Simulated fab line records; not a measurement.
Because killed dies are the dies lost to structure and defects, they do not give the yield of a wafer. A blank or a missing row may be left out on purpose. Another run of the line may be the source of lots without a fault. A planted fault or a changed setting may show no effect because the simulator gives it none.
fab line records	flow sky130
record: lots: 13	wafers: 39	last_day: 50
route steps=708 shown VT_ADJUST_LVTN@106 SONOS_ONO@173 POLY_GATE@236 LDD_N@251 PAD_OPEN@708
lots with no fault: from the same line, run without faults
start_h: start of the lot's first displayed wafer, in hours after the record's first day	wait_h: hours since the lot's step before	" repeats the value in the row above	L1.1+2: a single row standing in for several wafers	- value missing, or start not given	* or withheld: withheld	< > ~ a bound
route shown NAME@n: NAME is a module with steps in the file, n the number in the route of the first one	usual: mean and standard deviation over wafers with no fault	same: alike in all rows	chamber/n: place in a boat	sites: per-site readings	_std_site: how widely they spread, as a standard deviation	_edge_site: outer sites' mean less inner sites'	radius_mm: how far each site lies from the wafer's centre	mask NAME#n: copy n	behind: the last tool/chamber to shape the wafer	hold: why the lot was held/for how many hours/how that ended	device: whichever transistor did not switch (one of n, p or np)	end of line: the same wafers' tests at the end of the route	for a step that has no rows: nothing shown but its recipe	killed: count of dies lost to structure and defects at first sort (not the wafer's yield)	map: shows each die of a wafer: x if killed, . if not, _ if none is there
set.NAME: setting as actually run; set.NAME@STEP: the setting as run at that earlier step	model.NAME: the simulator's own value behind a step, which no gauge read
the route's steps for a sample of lots (tables are steps, rows are wafers)
services: from which hour (start_h, from the record's first day; less than 0 if before it) a tool's chamber was out of use, for how many hours, and why
== steps ==
step: SKY_VT_ADJUST_LVTN_STRIP_09
recipe: chemistry: O2/N2	power_w: 1400	pressure_mtorr: 1500	platen_temp_c: withheld	o2_flow_sccm: 3000	n2_flow_sccm: 300	overash_fraction: 0.5
usual: drypump_motor_current_A: 5.6/0.51	oes_product_au: 0.722/0.0044	strip_time_to_endpoint_s: 36.91/0.11
lot.wafer	tool	chamber	start_h	wait_h	drypump_motor_current_A	oes_product_au	rf_hours_counter_h	strip_time_to_endpoint_s
L260.2	plasma_asher-04	0	154.96	0.1	6.2	0.723	49	36.82
L260.3	"	0	"	"	6.2	0.717	-	36.89
L260.6	"	1	"	"	4.8	0.720	-	36.88
L262.1	plasma_asher-04	0	165.79	0.1	6.2	0.725	50	37.01
L262.2	"	1	"	"	4.8	0.728	50	37.01
L262.5	"	0	"	"	6.2	0.727	-	37.10
L266.1	plasma_asher-03	1	185.34	0.1	5.4	0.719	7	37.08
L266.3	"	0	"	"	5.3	0.727	-	37.08
L266.4	"	1	"	"	5.4	0.719	-	37.14
L268.1	plasma_asher-03	0	202.36	0.1	5.3	0.729	8	36.95
L268.2	"	1	"	"	5.4	0.725	8	36.91
L268.4	"	0	"	"	5.3	0.729	-	36.90
L271.3	plasma_asher-04	0	214.08	0.1	6.3	0.722	-	36.92
L271.4	"	1	"	"	4.8	0.722	-	36.91
L271.6	"	0	"	"	6.3	0.725	-	36.91
L276.3	plasma_asher-04	0	248.17	0.1	6.2	0.723	-	36.86
L276.4	"	1	"	"	4.8	0.725	-	37.05
L276.6	"	0	"	"	6.2	0.728	-	36.90
L277.1	plasma_asher-01	1	252.09	0.1	5.6	0.712	45	36.90
L277.2	"	0	"	"	6.1	0.718	45	36.80
L277.5	"	1	"	"	5.6	0.730	-	36.84
L278.1	plasma_asher-04	1	257.71	0.1	4.8	0.722	58	36.90
L278.2	"	0	"	"	6.3	0.726	58	36.85
L278.5	"	0	"	"	6.2	0.720	-	36.81
L279.1	plasma_asher-04	1	271.86	0.1	4.8	0.724	60	36.83
L279.3	"	1	"	"	4.8	0.716	-	36.81
L279.4	"	0	"	"	6.2	0.721	-	36.87
L280.1	plasma_asher-03	1	279.96	0.1	5.4	0.724	16	36.90
L280.5	"	1	"	"	5.4	0.717	-	36.84
L280.6	"	0	"	"	5.3	0.720	-	36.89
L281.2	plasma_asher-01	1	285.46	0.1	5.6	0.721	49	36.96
L281.4	"	1	"	"	5.6	0.718	-	37.08
L281.6	"	1	"	"	5.6	0.723	-	36.93
L282.2	plasma_asher-01	1	287.89	0.1	5.6	0.718	49	36.98
L282.3	"	0	"	"	6.2	0.719	-	37.04
L282.5	"	1	"	"	5.6	0.716	-	37.03
L283.1	plasma_asher-04	0	291.76	0.1	6.2	0.729	62	36.84
L283.3	"	1	"	"	4.8	0.724	-	36.98
L283.6	"	0	"	"	6.2	0.727	-	36.93
step: SKY_SONOS_ONO_THK_MEAS_05
recipe: reads: SiO2_of_SONOS_ONO_CVD_04
usual: SONOS_ONO_CVD_04_THK: 5.76/0.12
lot.wafer	tool	chamber	start_h	wait_h	SONOS_ONO_CVD_04_THK[nm]
L260.2	film_metro-03	-	272.09	0.0	5.77
L260.3	"	-	"	"	5.75
L260.6	"	-	"	"	5.77
L262.1	film_metro-03	-	284.21	0.0	5.74
L262.2	"	-	"	"	5.76
L262.5	"	-	"	"	5.73
L266.1	film_metro-03	-	305.34	0.0	5.68
L266.3	"	-	"	"	5.72
L266.4	"	-	"	"	5.71
L268.1	film_metro-01	-	325.53	0.0	5.60
L268.2	"	-	"	"	5.63
L268.4	"	-	"	"	5.69
L271.3	film_metro-01	-	337.85	0.0	5.90
L271.4	"	-	"	"	5.93
L271.6	"	-	"	"	5.92
L277.1	film_metro-03	-	390.12	0.0	6.03
L277.2	"	-	"	"	5.96
L277.5	"	-	"	"	6.01
L276.3	film_metro-02	-	390.14	0.0	5.67
L276.4	"	-	"	"	5.75
L276.6	"	-	"	"	5.67
L278.1	film_metro-03	-	392.00	0.0	5.78
L278.2	"	-	"	"	5.76
L278.5	"	-	"	"	5.82
L279.1	film_metro-01	-	409.08	0.0	5.82
L279.3	"	-	"	"	5.65
L279.4	"	-	"	"	5.70
L280.1	film_metro-01	-	419.02	0.0	5.89
L280.5	"	-	"	"	5.99
L280.6	"	-	"	"	5.93
L281.2	film_metro-01	-	423.50	0.0	5.70
L281.4	"	-	"	"	5.81
L281.6	"	-	"	"	5.83
L282.2	film_metro-02	-	429.96	0.0	5.52
L282.3	"	-	"	"	5.58
L282.5	"	-	"	"	5.67
L283.1	film_metro-01	-	432.87	0.0	5.70
L283.3	"	-	"	"	5.78
L283.6	"	-	"	"	5.74
step: SKY_POLY_GATE_CD_MEAS_22
usual: cd_nm: 150.7/2.1
lot.wafer	tool	chamber	start_h	wait_h	cd_nm
L260.2	cd_sem-02	-	393.11	0.1	152.9
L260.3	"	-	"	"	153.6
L260.6	"	-	"	"	152.8
L262.1	cd_sem-02	-	404.75	0.1	148.4
L262.2	"	-	"	"	149.9
L262.5	"	-	"	"	148.3
L266.1	cd_sem-01	-	432.25	0.1	149.8
L266.3	"	-	"	"	152.6
L266.4	"	-	"	"	150.8
L268.1	cd_sem-01	-	459.22	0.1	149.0
L268.2	"	-	"	"	153.6
L268.4	"	-	"	"	149.0
L271.3	cd_sem-02	-	471.05	0.1	150.6
L271.4	"	-	"	"	152.2
L271.6	"	-	"	"	152.3
L278.1	cd_sem-02	-	537.71	0.1	154.0
L278.2	"	-	"	"	152.1
L278.5	"	-	"	"	152.8
L277.1	cd_sem-01	-	539.31	0.1	150.5
L277.2	"	-	"	"	149.9
L277.5	"	-	"	"	151.4
L276.3	cd_sem-02	-	539.36	0.1	150.6
L276.4	"	-	"	"	149.0
L276.6	"	-	"	"	152.3
L279.1	cd_sem-02	-	544.75	0.1	149.7
L279.3	"	-	"	"	149.3
L279.4	"	-	"	"	152.6
L280.1	cd_sem-01	-	553.29	0.1	146.0
L280.5	"	-	"	"	149.6
L280.6	"	-	"	"	147.0
L281.2	cd_sem-02	-	553.32	0.1	154.9
L281.4	"	-	"	"	151.5
L281.6	"	-	"	"	155.5
L282.2	cd_sem-02	-	561.88	0.1	148.8
L282.3	"	-	"	"	149.4
L282.5	"	-	"	"	147.6
L283.1	cd_sem-02	-	563.50	0.1	145.9
L283.3	"	-	"	"	147.7
L283.6	"	-	"	"	148.9
step: SKY_LDD_N_IMPLANT_14
recipe: species: BF2	energy_kev: 50	dose_cm2: 5e+12	tilt_deg: 30	rotation_deg: 180
usual: beam_energy_keV: 50.001/0.016	dose_ions_cm2: 5e+12/5.4e+09	faraday_current_uA: 28.3/0.5
lot.wafer	tool	chamber	start_h	wait_h	beam_energy_keV	dose_ions_cm2	faraday_current_uA
L260.2	implanter-03	0	423.41	0.1	49.998	5.005e+12	27.8
L260.3	"	0	"	"	50.012	4.993e+12	28.4
L260.6	"	0	"	"	49.982	4.999e+12	27.6
L262.1	implanter-02	0	436.69	0.1	50.004	4.999e+12	27.8
L262.2	"	0	"	"	50.029	5.008e+12	28.8
L262.5	"	0	"	"	50.021	5e+12	27.9
L266.1	implanter-02	0	464.45	0.1	49.993	3.873e+12	21.6
L266.3	"	0	"	"	49.991	3.875e+12	21.8
L266.4	"	0	"	"	50.011	3.871e+12	22.4
L268.1	implanter-02	0	491.15	0.1	49.997	3.89e+12	22.1
L268.2	"	0	"	"	49.985	3.879e+12	21.3
L268.4	"	0	"	"	50.011	3.869e+12	22.4
L271.3	implanter-04	0	503.10	0.1	50.001	5.009e+12	27.9
L271.4	"	0	"	"	49.991	4.993e+12	27.6
L271.6	"	0	"	"	50.000	4.995e+12	27.6
L278.1	implanter-04	0	567.40	0.1	49.963	5.005e+12	28.5
L278.2	"	0	"	"	49.992	5.006e+12	27.9
L278.5	"	0	"	"	49.968	5.004e+12	29.4
L276.3	implanter-04	0	569.25	0.1	49.990	5.011e+12	28.3
L276.4	"	0	"	"	50.013	5.008e+12	29.1
L276.6	"	0	"	"	49.993	4.997e+12	28.3
L277.1	implanter-02	0	569.64	0.1	49.974	5.001e+12	27.3
L277.2	"	0	"	"	49.945	4.999e+12	27.6
L277.5	"	0	"	"	49.973	4.99e+12	28.6
L279.1	implanter-03	0	574.20	0.1	50.024	5.002e+12	28.0
L279.3	"	0	"	"	50.026	5.002e+12	29.8
L279.4	"	0	"	"	50.019	5.003e+12	28.5
L280.1	implanter-03	0	582.75	0.1	49.982	4.999e+12	27.7
L280.5	"	0	"	"	49.996	4.995e+12	28.1
L280.6	"	0	"	"	49.995	4.998e+12	28.3
L281.2	implanter-02	0	583.36	0.1	50.001	4.999e+12	28.4
L281.4	"	0	"	"	50.026	4.996e+12	28.2
L281.6	"	0	"	"	50.021	4.996e+12	28.7
L282.2	implanter-02	0	592.33	0.1	50.014	4.992e+12	27.9
L282.3	"	0	"	"	50.040	4.988e+12	28.1
L282.5	"	0	"	"	50.018	4.999e+12	28.4
L283.1	implanter-04	0	593.84	0.1	49.997	5.003e+12	27.5
L283.3	"	0	"	"	49.993	5.001e+12	28.6
L283.6	"	0	"	"	49.997	5.002e+12	27.9
step: SKY_PAD_OPEN_PROBE_99
usual: killed_at_M0_to_M3: 43/7.1	killed_at_M4_up: 3.0/1.6	killed_at_contacts: 24/5.3	killed_at_front_end: 16/4.1	killed_at_other: 0.5/0.82	killed_dies: 86/9.4	killed_open: 46/6.9	killed_short: 39/6.5
same: gross_dies: 492	killed_at_back_side: 0
lot.wafer	tool	chamber	start_h	wait_h	killed_at_M0_to_M3	killed_at_M4_up	killed_at_contacts	killed_at_front_end	killed_at_other	killed_dies	killed_open	killed_short
L271.3	prober-01	-	1139.28	0.2	44	2	25	16	0	87	47	40
L271.4	prober-01	-	1139.33	0.2	49	3	28	15	0	95	54	37
L271.6	prober-01	-	1139.43	0.2	39	2	20	10	0	71	36	35
killed by level:class
L271.3 LOCAL_INTERCONNECT:geometric_particle:short=9 VIA1:geometric_particle:open=9 VIA2:geometric_particle:open=8 FIELD_ISO:geometric_particle:short=7 LI_CONTACT:geometric_particle:open=7 VIA1:geometric_particle:short=6 VIA3:geometric_particle:open=5 CONTACT:geometric_particle:short=4
L271.4 CONTACT:geometric_particle:open=11 VIA2:geometric_particle:open=11 LI_CONTACT:geometric_particle:open=9 VIA1:geometric_particle:open=9 FIELD_ISO:geometric_particle:short=6 VIA1:geometric_particle:short=5 METAL2:geometric_particle:short=5 CONTACT:geometric_particle:short=4
L271.6 VIA1:geometric_particle:open=7 CONTACT:geometric_particle:open=7 VIA1:geometric_particle:short=6 LI_CONTACT:geometric_particle:open=5 VIA2:geometric_particle:open=5 FIELD_ISO:geometric_particle:short=4 CONTACT:geometric_particle:short=4 METAL1:geometric_particle:short=4
== services ==
tool	chamber	start_h	hours	kind
implanter-03	-	144.57	3.6	pm
implanter-02	-	184.82	0.9	repair
plasma_asher-04	-	215.17	0.7	repair
plasma_asher-03	-	217.35	1.6	repair
implanter-02	-	231.28	5.3	repair
implanter-04	-	236.20	2.7	repair
implanter-03	-	240.72	2.3	repair
implanter-04	-	271.75	4.1	pm
implanter-04	-	295.12	2.6	repair
implanter-02	-	301.63	9.3	repair
plasma_asher-04	-	325.20	2.8	pm
plasma_asher-04	-	336.26	1.9	repair
plasma_asher-04	-	363.80	0.4	repair
implanter-03	-	370.56	3.1	repair
implanter-03	-	370.82	1.6	repair
implanter-02	-	380.06	0.6	repair
implanter-02	-	380.63	3.7	repair
implanter-02	-	410.84	1.4	repair
plasma_asher-04	-	421.25	9.0	pm
implanter-04	-	427.07	5.4	pm
implanter-04	-	432.50	3.7	repair
plasma_asher-04	-	523.43	1.3	repair
implanter-02	-	546.29	1.4	repair
implanter-02	-	570.28	3.7	pm
== key ==
first_sign: step: SKY_LDD_N_IMPLANT_14	reading: dose_ions_cm2	direction: down	sigmas: 99+	usual: *	struck: *
effect: step: SKY_LDD_N_IMPLANT_14	reading: faraday_current_uA	direction: down	sigmas: 13	usual: 28.3	struck: 22.0
met_at SKY_LDD_N_IMPLANT_14
struck_lots L266,L268
tester_left_out L266,L268
not_acting_at SKY_VT_ADJUST_LVTN_STRIP_09,SKY_SONOS_ONO_THK_MEAS_05,SKY_POLY_GATE_CD_MEAS_22
onset_between 436.69 464.45
fault: kind: process_parameter_drift	tool: implanter-02	chamber: -	onset_h: 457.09	steps: SKY_LDD_N_IMPLANT_14	channel: dose_cm2	offset: *	shape: step	end_h: 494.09	acts_in: *	stated: *
tester_left_out: of these lots the tester's yield and bins aren't shown, on N5 and GAA mostly nor the transistor test; their killed dies are dies lost to structure and defects alone, not to doping, threshold or leakage, so they don't give the yield
